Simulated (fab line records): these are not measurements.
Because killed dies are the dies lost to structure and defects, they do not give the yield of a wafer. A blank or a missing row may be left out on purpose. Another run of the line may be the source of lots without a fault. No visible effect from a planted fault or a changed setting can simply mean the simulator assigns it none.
2 desks, one fault -- flow sky130 -- each desk holds nothing but its own numbers, with what lay behind them at the end

## TOOL OWNER'S DESK, plasma asher-01
The tool's own readings at SKY_PWDE_STRIP_09 (strips in O2/N2): means of the sampled wafers that have a number, for each lot that ran on this tool. If a lot's mean is further than 4 standard deviations from the usual mean, the lot is out of limits and carries the mark OUT (the distance appears in the brackets).
Columns: A = drypump motor current A at SKY_PWDE_STRIP_09, usual 5.8 A; B = oes product au at SKY_PWDE_STRIP_09, usual 0.722 a.u.; C = strip time to endpoint s at SKY_PWDE_STRIP_09, usual 36.92 s
lot,first seen here,A,B,C
L731,day 3 20:04,5.3,0.726,36.98
L733,day 4 05:17,5.4,0.723,37.00
L739,day 5 19:50,5.6,0.940 (+48) OUT,-
L750,day 8 05:46,5.3,0.722,36.95
L751,day 8 11:50,5.4,0.717,36.81
L754,day 9 07:30,5.4,0.719,36.94
This desk finds L739 out of limits, L739 being first, at day 5 19:50 (oes product au at SKY_PWDE_STRIP_09). L731, L733, L750, L751, L754 stayed within limits.

## THE METROLOGY DESK
Lot by lot, what the gauges showed, no matter which tool ran the lot: averages of those sampled wafers that carry a number. If a lot's mean is further than 4 standard deviations from the usual mean, the lot is out of limits and carries the mark OUT (the distance appears in the brackets).
Columns: A = FIELD_ISO_CVD_03_THK at SKY_FIELD_ISO_THK_MEAS_04, usual 163.7 nm; B = NWELL_TW at SKY_NWELL_TW_MEAS_15, usual 1796
lot,first seen here,A,B
L731,day 1 15:31,161.6,1792
L732,day 1 21:44,162.1,1801
L733,day 2 00:02,161.9,1806
L735,day 2 09:30,166.5,1813
L736,day 2 15:20,161.4,1786
L737,day 2 19:42,164.7,1785
L739,day 3 05:46,164.6,29 (-99 or more) OUT
L749,day 5 07:29,163.2,1779
L750,day 5 12:31,166.0,1787
L751,day 5 17:29,165.5,1793
L752,day 6 00:16,165.4,1790
L753,day 6 05:05,165.9,1814
L754,day 6 10:52,164.1,1805
This desk's result: L739 out of limits, first on L739 (NWELL_TW at SKY_NWELL_TW_MEAS_15), day 6 15:59. L731, L732, L733, L735, L736, L737, L749, L750, L751, L752, L753, L754 stayed within limits.

## BROUGHT TOGETHER
The tool owner's desk could have raised an alarm at day 5 19:50, on L739.
An alarm was possible from the metrology desk at day 6 15:59, on L739.
All the named lots went through SKY_PWDE_STRIP_09 on plasma asher-01.

## WHAT THE SIMULATOR HAD INSERTED
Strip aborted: plasma asher-01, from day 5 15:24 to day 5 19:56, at SKY_PWDE_STRIP_09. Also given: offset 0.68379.
Struck lots among those shown: L739.
Delay (hours) between the fault's onset and each desk's first out-of-limits reading: 4 at the tool owner's desk, 25 at the metrology desk.
